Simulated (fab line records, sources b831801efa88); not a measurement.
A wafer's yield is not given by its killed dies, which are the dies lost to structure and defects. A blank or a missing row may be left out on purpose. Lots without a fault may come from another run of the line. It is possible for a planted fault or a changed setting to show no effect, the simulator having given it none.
Struck lot and sound lot, side by side    flow sky130    15 steps out of a route of 708
Sound: wafers L438.4, L438.5, L438.6. Struck: wafers L431.4, L431.5. (L431.3 of the same lot was not struck and is left out.) The cause comes at the end.
Each step with rows lists, per side, the tool, then ch with its chambers, then its first start. Under that, the readings that differ: sound wafers    struck wafers    difference of the means    sigmas: that difference in standard deviations of wafers without a fault.
alike: readings whose means differ by less than 2 such deviations, and words and numbers that are the same on both sides. not compared: withheld readings, readings that some wafer has no value for, bounds like >300 that may hide the same value, and numbers for which the record gives no deviation and whose values overlap.
A row with sigmas, a row that says differs or no value, or rows on one side alone: a step with any of these is where the two part. Numbers that don't overlap but have no deviation are shown without sigmas and don't part them. Lack of a reading on every wafer of one side parts them only where that side has two or more wafers.

first, 2 steps without rows for these wafers: SKY_VIA4_PEB_09; SKY_VIA4_DEVELOP_10 (develop time 60 s).
SKY_VIA4_OVL_MEAS_11:
  sound on overlay-02 at day 47 08:26; struck on overlay-02 at day 45 12:20
  alike: VIA4_OVL
SKY_VIA4_ETCH_12: etches SiO2 in C4F8/O2/Ar, stops on TiN, target depth 580 nm.
  sound on rie-diel-01 ch 1,2, day 47 08:28; struck on rie-diel-01 ch 1, day 45 12:21
  alike: oes-product-au
SKY_VIA4_STRIP_13: strips in O2/N2.
  sound on plasma-asher-02 ch 0,1, day 47 08:34; struck on plasma-asher-01 ch 1, day 45 12:28
  alike: drypump-motor-current-A, oes-product-au, strip-time-to-endpoint-s
  not compared: rf-hours-counter-h
then, 3 steps without rows for these wafers: SKY_VIA4_STRIP_14 (strips in post etch residue remover, time 1200 s); SKY_VIA4_CLEAN_15 (cleans in IPA, time 180 s); SKY_VIA4_CLEAN_16 (cleans in O3/DIW).
SKY_VIA4_SPUTTER_17: material TiN, target thk 20 nm, time 80 s.
  sound on pvd-sputter-01 at day 47 09:22; struck on pvd-sputter-04 at day 45 13:01
  alike: chamber-pressure-pa, throttle-valve-pct
SKY_VIA4_CVD_18: deposits W, target thk 505 nm, time 152.14 s.
  sound on cvd-w-02 ch 0,1, day 47 09:29; struck on cvd-w-01 ch 0, day 45 13:11
  alike: heater-power-outer-w, heater-power-w
SKY_VIA4_RS_MEAS_19: uses a four-point probe to measure.
  sound on film-metro-04 at day 47 09:38; struck on film-metro-04 at day 45 13:25
reading             sound                 struck         difference  sigmas
VIA4_W_RS (ohm/sq)  0.2270 0.2292 0.2257  0.2202 0.2205  -0.0070     -3
SKY_VIA4_THK_MEAS_20: measures by xrf.
  sound on film-metro-04 at day 47 09:44; struck on film-metro-04 at day 45 13:31
  alike: VIA4_W_THK
SKY_VIA4_CMP_21: polishes, stops on SiO2, t overpolish 25 s, target thk 0 nm.
  sound on cmp-02 ch 1,2, day 47 10:16; struck on cmp-01 ch 0,2, day 45 13:34
reading                 sound                 struck       difference  sigmas
overpolish-run-s (s)    25.007 25.001 25.006  0.036 0.036  -24.969     -99 or more
time-to-endpoint-s (s)  130 128 126           195 195      +67         +16
  alike: motor-current-A
SKY_METAL5_SPUTTER_00: material Ti, target thk 15 nm, time 10 s.
  rows exist in the record for the sound wafers here (pvd-sputter-02, day 47 10:31), none for the struck ones
-- the record jumps here: 3 days lie between the struck wafers' starts before and after (it left off in module METAL5 and takes up again in module PAD_OPEN, whose first step shown is number 708 of the route) --
SKY_PAD_OPEN_PROBE_99:
  sound on prober-02 at day 49 21:38; struck on prober-02 at day 48 06:09
reading                   sound           struck     difference  sigmas
defect-limited-yield (%)  80.7 81.9 82.7  0 0        -82         -43
killed_at_M4_up           6 2 2           404 406    +402        +99 or more
killed-dies               95 89 85        492 492    +402        +43
killed-on-rim             18 15 17        96 96      +79         +19
sort_bin_3_pad_short (%)  1.2 0.6 0.8     81.9 83.3  +81.7       +99 or more
sort-n-pass               397 403 407     0 0        -402        -43
sort-yield-pct (%)        80.7 81.9 82.7  0 0        -82         -43
  alike: killed_at_M0_to_M3, killed-at-contacts, killed-at-front-end, killed-at-other, killed-open, killed-short, sort_bin_5_function, sort_bin_6_memory

## WHERE THEY PART
First at SKY_VIA4_RS_MEAS_19; last, within this record, at SKY_PAD_OPEN_PROBE_99.

WHY: the cause the simulator had injected
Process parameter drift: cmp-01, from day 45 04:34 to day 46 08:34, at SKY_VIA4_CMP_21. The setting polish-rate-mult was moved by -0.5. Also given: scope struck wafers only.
